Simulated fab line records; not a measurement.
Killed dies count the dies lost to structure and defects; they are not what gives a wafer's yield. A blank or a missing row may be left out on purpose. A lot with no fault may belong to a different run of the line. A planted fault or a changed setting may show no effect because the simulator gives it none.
Code-filled problem report in 8D (eight disciplines) form | flow sky130 | the parts of the form that need people (team, actions taken, sign-off) are left out

1. PROBLEM STATEMENT
Wafers without a fault read 0.4001 Pa, standard deviation 0.00083; chamber-pressure-pa at SKY_METAL4_SPUTTER_00 reads a mean of 0.3728 Pa on 2 wafers belonging to 2 lots. Relative to the usual mean, that is a shift of -33 standard deviations.
The step: material Ti, target thk 15 nm, time 10 s.
The first sign was on wafer L944.2 at day 42 22:19, on pvd-sputter-03. At this step, 36 wafers from 12 lots have a number in the record. Rule for "out", or "out of limits": more than 4 standard deviations from the usual mean. All remaining wafers that have a number are taken as sound.

2. WHAT IT IS; WHAT IT IS NOT
question                    | is                  | is not
which readings at this step | chamber-pressure-pa | -
which lots                  | L944, L945          | L933, L934, L938, L939, L940, L942, L943, L952, L955, L956
which wafers of those lots  | L944.2, L945.4      | L944.4, L944.6, L945.2, L945.3
read on which tools         | pvd-sputter-03      | pvd-sputter-02, pvd-sputter-04
when                        | from day 42 22:19   | up to then (20 sound wafers); but 14 sound wafers of L943, L945, L952, L955, L956 came after

3. SUSPECTS, AND WHAT RULES EACH OUT
Counting: a tool at a process step up to the reading stays a suspect if it ran every lot that is out. Sound lots after the first of them don't rule it out here, since some wafers of a struck lot are sound.
- cvd-w-02 at SKY_VIA3_CVD_21 (deposits W, target thk 390 nm, time 117.31 s): kept. Ran every lot that is out, first one L944 (day 42 21:43); last sound lot up to then L942 (day 42 20:32).
- pvd-sputter-03 at SKY_METAL4_SPUTTER_00 (material Ti, target thk 15 nm, time 10 s): kept. Ran every lot that is out, first one L944 (day 42 22:19); last sound lot up to then L940 (day 41 16:50). Out on those wafers are its own readings of chamber-pressure-pa.
Left after counting: cvd-w-02 at SKY_VIA3_CVD_21, pvd-sputter-03 at SKY_METAL4_SPUTTER_00.

4. THE CAUSE (what the simulator had put in)
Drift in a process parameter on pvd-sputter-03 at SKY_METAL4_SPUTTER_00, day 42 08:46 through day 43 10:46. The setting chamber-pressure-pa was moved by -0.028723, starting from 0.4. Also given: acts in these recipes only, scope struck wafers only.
After counting, 2 suspects remain, this tool included.

5. SEQUENCE OF EFFECTS, ordered by route
Rows list readings where the struck wafers' mean (over those with a number) sits beyond 3 standard deviations from the usual. Only readings for which the record gives a usual standard deviation are gone through. hours: the time from each lot's start at the first step in this table that gives one to its start at this step, as a median over the lots. sigmas: the change in usual standard deviations.
hours | step                  | reading             | usual     | on struck wafers | change  | sigmas
0     | SKY_METAL4_SPUTTER_00 | chamber-pressure-pa | 0.4001 Pa | 0.3728           | -0.0273 | -33
The process steps in it:
- SKY_METAL4_SPUTTER_00: material Ti, target thk 15 nm, time 10 s.

6. WHAT WOULD HAVE CAUGHT IT SOONER
In this record the first reading out of limits was taken at day 42 22:19, 14 hours after the fault began at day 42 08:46.
